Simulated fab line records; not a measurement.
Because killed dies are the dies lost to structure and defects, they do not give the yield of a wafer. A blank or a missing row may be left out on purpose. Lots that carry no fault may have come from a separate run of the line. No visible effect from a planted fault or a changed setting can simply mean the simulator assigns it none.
Which tool did it? | flow gf180mcu | 12 lots with 36 wafers sampled at 5 steps, on a route of 602 steps

## WHAT EACH GAUGE READ, for each wafer
GF_CONTACT_BOW_MEAS_05. Usual: CONTACT_BOW typically reads 65 um, with standard deviation 7.3.
lot  | measured     | on            | CONTACT_BOW (um) | flag
L245 | day 15 13:16 | film-metro-03 | 70 67 60         |
L246 | day 15 22:41 | film-metro-03 | 59 76 61         |
L247 | day 16 01:31 | film-metro-01 | 72 58 61         |
L248 | day 16 13:15 | film-metro-01 | 65 64 61         |
L249 | day 16 19:42 | film-metro-03 | 72 72 84         |
L255 | day 18 19:45 | film-metro-03 | 61 62 56         |
L256 | day 19 07:58 | film-metro-01 | 61 62 68         |
L257 | day 19 12:50 | film-metro-01 | 72 62 71         |
L261 | day 20 22:10 | film-metro-04 | 66 67 54         |
L264 | day 22 02:55 | film-metro-01 | 70 66 69         |
L266 | day 22 14:23 | film-metro-01 | 69 64 68         |
L268 | day 23 07:16 | film-metro-01 | 74 72 67         |

GF_V1_THK_MEAS_01. Usual: V1_CVD_00_THK typically reads 597 nm, with standard deviation 6.4.
lot  | measured     | on            | V1_CVD_00_THK (nm) | flag
L245 | day 17 12:44 | film-metro-03 | 588 598 599        |
L246 | day 17 22:20 | film-metro-03 | 598 600 606        |
L247 | day 18 01:53 | film-metro-02 | 610 599 613        |
L248 | day 18 14:13 | film-metro-04 | 610 604 597        |
L249 | day 18 20:26 | film-metro-03 | 600 601 595        |
L255 | day 20 22:27 | film-metro-02 | 598 601 596        |
L256 | day 21 10:39 | film-metro-02 | 597 597 585        |
L257 | day 21 15:17 | film-metro-04 | 604 598 588        |
L261 | day 23 00:16 | film-metro-02 | 594 587 600        |
L264 | day 24 03:34 | film-metro-03 | 590 595 590        |
L266 | day 24 14:13 | film-metro-03 | 602 604 603        |
L268 | day 25 06:28 | film-metro-03 | 602 596 600        |

GF_V1_THK_MEAS_03. Usual: V1_CVD_02_THK typically reads 852 nm, with standard deviation 11.
lot  | measured     | on            | V1_CVD_02_THK (nm) | flag
L245 | day 17 12:51 | film-metro-02 | 824 853 849        |
L246 | day 17 22:28 | film-metro-02 | 856 872 843        |
L247 | day 18 02:01 | film-metro-03 | 854 844 853        |
L248 | day 18 14:21 | film-metro-02 | 844 869 853        |
L249 | day 18 20:34 | film-metro-02 | 830 847 850        |
L255 | day 20 22:35 | film-metro-02 | 845 855 853        |
L256 | day 21 10:47 | film-metro-04 | 848 862 859        |
L257 | day 21 15:25 | film-metro-03 | 855 847 872        |
L261 | day 23 00:24 | film-metro-04 | 835 839 848        |
L264 | day 24 03:42 | film-metro-02 | 850 853 870        |
L266 | day 24 14:20 | film-metro-02 | 861 845 867        |
L268 | day 25 06:36 | film-metro-02 | 846 846 858        |

## TOOL THAT RAN EACH LOT (tool first, then ch and the chambers of the sampled wafers, then the start)
lot  | GF_M1_METAL_ETCH_16               | GF_M1_STRIP_17
L245 | rie-metal-04 ch 0,1, day 17 11:58 | plasma-asher-02 ch 0,1, day 17 12:04
L246 | rie-metal-04 ch 0,1, day 17 21:32 | plasma-asher-04 ch 0,1, day 17 21:39
L247 | rie-metal-01 ch 0,1, day 18 01:10 | plasma-asher-01 ch 1, day 18 01:16
L248 | rie-metal-03 ch 0,1, day 18 13:28 | plasma-asher-02 ch 0,1, day 18 13:34
L249 | rie-metal-01 ch 0,1, day 18 19:43 | plasma-asher-04 ch 0,1, day 18 19:49
L255 | rie-metal-04 ch 0, day 20 21:17   | plasma-asher-01 ch 0,1, day 20 21:31
L256 | rie-metal-04 ch 0,1, day 21 09:56 | plasma-asher-01 ch 0,1, day 21 10:02
L257 | rie-metal-03 ch 0, day 21 14:28   | plasma-asher-04 ch 0,1, day 21 14:41
L261 | rie-metal-01 ch 0,1, day 22 23:34 | plasma-asher-02 ch 0,1, day 22 23:40
L264 | rie-metal-01 ch 0,1, day 24 02:49 | plasma-asher-01 ch 0,1, day 24 02:56
L266 | rie-metal-04 ch 0,1, day 24 13:29 | plasma-asher-02 ch 0,1, day 24 13:35
L268 | rie-metal-04 ch 0,1, day 25 05:46 | plasma-asher-04 ch 0,1, day 25 05:52
- GF_M1_METAL_ETCH_16: etches the open film in Cl2/BCl3, stops on SiO2, target depth 627.5 nm, time 104.6 s.
- GF_M1_STRIP_17: strips in O2/N2.

## AS READ BY THE TOOLS THEMSELVES (means over the sampled wafers that have a number; for cases with no such wafer, the mark the record gives instead)
GF_M1_METAL_ETCH_16. Usual: drypump-motor-current-A 5.5 A, standard deviation 0.4; oes-product-au 0.972 a.u., standard deviation 0.0061; rf-fwd-power-W 796 W, standard deviation 3.1; throttle-valve-pct 28.251 %, standard deviation 0.01.
lot  | tool         | drypump-motor-current-A (A) | oes-product-au (a.u.) | rf-fwd-power-W (W) | throttle-valve-pct (%) | flag
L245 | rie-metal-04 | 5.5                         | 0.977                 | 794                | 28.245                 |
L246 | rie-metal-04 | 5.5                         | 0.974                 | 796                | 28.255                 |
L247 | rie-metal-01 | 5.7                         | 0.968                 | 798                | 28.258                 |
L248 | rie-metal-03 | 5.4                         | 0.973                 | 796                | 28.264                 |
L249 | rie-metal-01 | 5.7                         | 0.974                 | 794                | 28.234                 |
L255 | rie-metal-04 | 5.6                         | 0.972                 | 798                | 28.245                 |
L256 | rie-metal-04 | 5.5                         | 0.973                 | 793                | 28.244                 |
L257 | rie-metal-03 | 5.7                         | 0.979                 | 791                | 28.233                 |
L261 | rie-metal-01 | 6.0                         | 0.980                 | 797                | 28.252                 |
L264 | rie-metal-01 | 5.7                         | 0.969                 | 796                | 28.251                 |
L266 | rie-metal-04 | 5.5                         | 0.974                 | 794                | 28.247                 |
L268 | rie-metal-04 | 5.3                         | 0.975                 | 796                | 28.257                 |

GF_M1_STRIP_17. Usual: drypump-motor-current-A 5.9 A, standard deviation 0.64; heater-power-w 337 W, standard deviation 38; oes-product-au 0.558 a.u., standard deviation 0.0049; strip-time-to-endpoint-s 7.86 s, standard deviation 0.041.
lot  | tool            | drypump-motor-current-A (A) | heater-power-w (W) | oes-product-au (a.u.) | strip-time-to-endpoint-s (s) | flag
L245 | plasma-asher-02 | 5.5                         | 362                | 0.557                 | 7.84                         |
L246 | plasma-asher-04 | 6.3                         | 330                | 0.554                 | 7.84                         |
L247 | plasma-asher-01 | 5.8                         | 371                | 0.559                 | 7.87                         |
L248 | plasma-asher-02 | 5.8                         | 372                | 0.562                 | 7.85                         |
L249 | plasma-asher-04 | 5.8                         | 323                | 0.559                 | 7.89                         |
L255 | plasma-asher-01 | 6.3                         | 291                | 0.507                 | 6.67                         | OFF
L256 | plasma-asher-01 | 6.1                         | 331                | 0.507                 | 6.63                         | OFF
L257 | plasma-asher-04 | 6.2                         | 328                | 0.559                 | 7.86                         |
L261 | plasma-asher-02 | 5.5                         | 362                | 0.552                 | 7.82                         |
L264 | plasma-asher-01 | 6.3                         | 296                | 0.557                 | 7.86                         |
L266 | plasma-asher-02 | 5.8                         | 370                | 0.555                 | 7.83                         |
L268 | plasma-asher-04 | 5.8                         | 320                | 0.558                 | 7.88                         |

## THE ANSWER, worked out from the rows above alone
Rule: a lot is off if the mean of its wafers that have a number lies more than 3 standard deviations from the usual mean. Also off: a lot with no number at a reading for which 4 or more lots have one. Any other lot the step has rows for is counted as sound. The gauges are gone through in route order, then the tools' own readings, and for those a lot's mean is taken as printed above. At the first step where some lot is off, the reading lying furthest off is the one used; lots without a number count as furthest.
Off: L255, L256, at GF_M1_STRIP_17 (strip-time-to-endpoint-s).
If a tool, at that step or one of the process steps before it, ran each lot that is off and ran no sound lot following the first of them, it fits. Not one of the candidates tried fits.

## WHAT THE SIMULATOR HAD PUT IN
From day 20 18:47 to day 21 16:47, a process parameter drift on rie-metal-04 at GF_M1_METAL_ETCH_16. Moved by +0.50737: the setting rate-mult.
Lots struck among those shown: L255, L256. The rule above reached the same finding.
